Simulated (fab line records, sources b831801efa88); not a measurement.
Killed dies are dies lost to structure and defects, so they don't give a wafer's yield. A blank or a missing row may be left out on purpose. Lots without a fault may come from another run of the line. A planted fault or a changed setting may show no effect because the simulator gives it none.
One fault seen from 2 desks | flow gf180mcu | each desk has only its own numbers; what lay behind them comes last

THE TOOL OWNER'S DESK: pvd_sputter-02
The tool's own readings at GF_TOP_METAL_SPUTTER_02 (material AlCu, target thk 900 nm, time 47.82 s): means of the sampled wafers that have a number, for each lot that ran on this tool. A lot is out of limits, marked OUT, if its mean lies more than 4 standard deviations from the usual mean; the brackets give that distance.
Columns: A = cathode_dc_power_W at GF_TOP_METAL_SPUTTER_02, usual 10600 W; B = throttle_valve_pct at GF_TOP_METAL_SPUTTER_02, usual 29.8 %
lot  | first seen here | A                      | B
L873 | day 28 07:35    | 10598                  | 29.4
L876 | day 29 03:10    | 10601                  | 29.6
L886 | day 32 01:01    | 10600                  | 29.6
L889 | day 32 18:28    | 10601                  | 30.3
L893 | day 33 14:28    | 5676 (-99 or more) OUT | 29.7
L894 | day 33 18:49    | 5678 (-99 or more) OUT | 30.0
This desk's finding: out of limits on L893, L894; first on L893, day 33 14:28 (cathode_dc_power_W at GF_TOP_METAL_SPUTTER_02). In limits: L873, L876, L886, L889.

THE METROLOGY DESK
What the gauges read, lot by lot, whatever tool the lot ran on: means of the sampled wafers that have a number. A lot is out of limits, marked OUT, if its mean lies more than 4 standard deviations from the usual mean; the brackets give that distance.
Columns: A = TOP_METAL_ALCU_RS at GF_TOP_METAL_RS_MEAS_05, usual 0.0327 ohm/sq; B = TOP_METAL_ALCU_THK at GF_TOP_METAL_THK_MEAS_06, usual 905 nm
lot  | first seen here | A                | B
L873 | day 28 07:40    | 0.0323           | 928
L876 | day 29 03:16    | 0.0322           | 917
L878 | day 29 20:22    | 0.0324           | 914
L881 | day 30 17:33    | 0.0330           | 894
L883 | day 31 02:59    | 0.0329           | 897
L885 | day 31 18:32    | 0.0327           | 905
L886 | day 32 01:06    | 0.0322           | 919
L889 | day 32 18:36    | 0.0327           | 904
L893 | day 33 14:34    | 0.0605 (+73) OUT | 494 (-37) OUT
L894 | day 33 18:55    | 0.0611 (+75) OUT | 488 (-38) OUT
This desk's finding: out of limits on L893, L894; first on L893, day 33 14:34 (TOP_METAL_ALCU_RS at GF_TOP_METAL_RS_MEAS_05). In limits: L873, L876, L878, L881, L883, L885, L886, L889.

PUT TOGETHER
The tool owner's desk could have raised an alarm at day 33 14:28, on L893, L894.
The metrology desk could have raised an alarm at day 33 14:34, on L893, L894.
Of the lots named, all ran GF_TOP_METAL_SPUTTER_02 on pvd_sputter-02.

WHAT THE SIMULATOR HAD PUT IN
Process parameter drift: pvd_sputter-02, from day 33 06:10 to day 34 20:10, at GF_TOP_METAL_SPUTTER_02. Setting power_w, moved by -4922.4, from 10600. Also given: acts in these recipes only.
Lots struck among those shown: L893, L894.
Hours from the fault's start to each desk's first reading out of limits: the tool owner's desk, 8; the metrology desk, 8.
